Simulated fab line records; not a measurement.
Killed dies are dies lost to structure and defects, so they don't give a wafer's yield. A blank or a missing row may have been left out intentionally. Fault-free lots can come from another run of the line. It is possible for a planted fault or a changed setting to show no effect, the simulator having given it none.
The tool behind it: which one? | flow sky130 | 6 lots, 18 wafers sampled, at 3 steps of a route of 708

WHAT THE GAUGES READ, wafer by wafer
SKY_SD_P_TW_MEAS_11.
lot  | measured     | on            | SD_P_TW
L287 | day 25 20:36 | film_metro-01 | 2809 2819 2801
L290 | day 26 19:29 | film_metro-02 | 2767 2796 2770
L292 | day 27 15:34 | film_metro-02 | 2768 2782 2780
L296 | day 29 22:14 | film_metro-03 | 2818 2815 2813
L298 | day 30 03:23 | film_metro-01 | 2799 2797 2791
L301 | day 31 05:40 | film_metro-03 | 2811 2826 2826

WHICH TOOL RAN EACH LOT (tool, then ch and the chambers of the sampled wafers, then the start)
lot  | SKY_SD_P_IMPLANT_09             | SKY_SD_P_STRIP_10
L287 | implanter-02 ch 0, day 25 20:23 | plasma_asher-02 ch 0,1, day 25 20:31
L290 | implanter-02 ch 0, day 26 19:14 | plasma_asher-03 ch 0,1, day 26 19:23
L292 | implanter-02 ch 0, day 27 15:21 | plasma_asher-03 ch 0,1, day 27 15:28
L296 | implanter-03 ch 0, day 29 21:59 | plasma_asher-04 ch 0,1, day 29 22:08
L298 | implanter-04 ch 0, day 30 03:11 | plasma_asher-04 ch 0,1, day 30 03:18
L301 | implanter-03 ch 0, day 31 05:25 | plasma_asher-04 ch 0,1, day 31 05:34
- SKY_SD_P_IMPLANT_09
- SKY_SD_P_STRIP_10: strips in O2/N2.

THE ANSWER, worked out from the rows above alone
Rule: usual is defined by the lots themselves. The widest of any qualifying gaps counts: lots, ordered by their means at a reading, are off when they make up no more than a third of the lots, leave a main group of 4 or more, and stand apart from it by 3 or more times the standard deviation of that group's means. A main group whose means are all the same, to the digits that the tables above print for the reading, isn't used. A lot without any number at a reading at which 4 lots or more have one is off too. All remaining lots with rows at the step are treated as sound.
Across all readings shown, no lot is off: no conclusion can be drawn from this.

WHAT THE SIMULATOR HAD INSERTED
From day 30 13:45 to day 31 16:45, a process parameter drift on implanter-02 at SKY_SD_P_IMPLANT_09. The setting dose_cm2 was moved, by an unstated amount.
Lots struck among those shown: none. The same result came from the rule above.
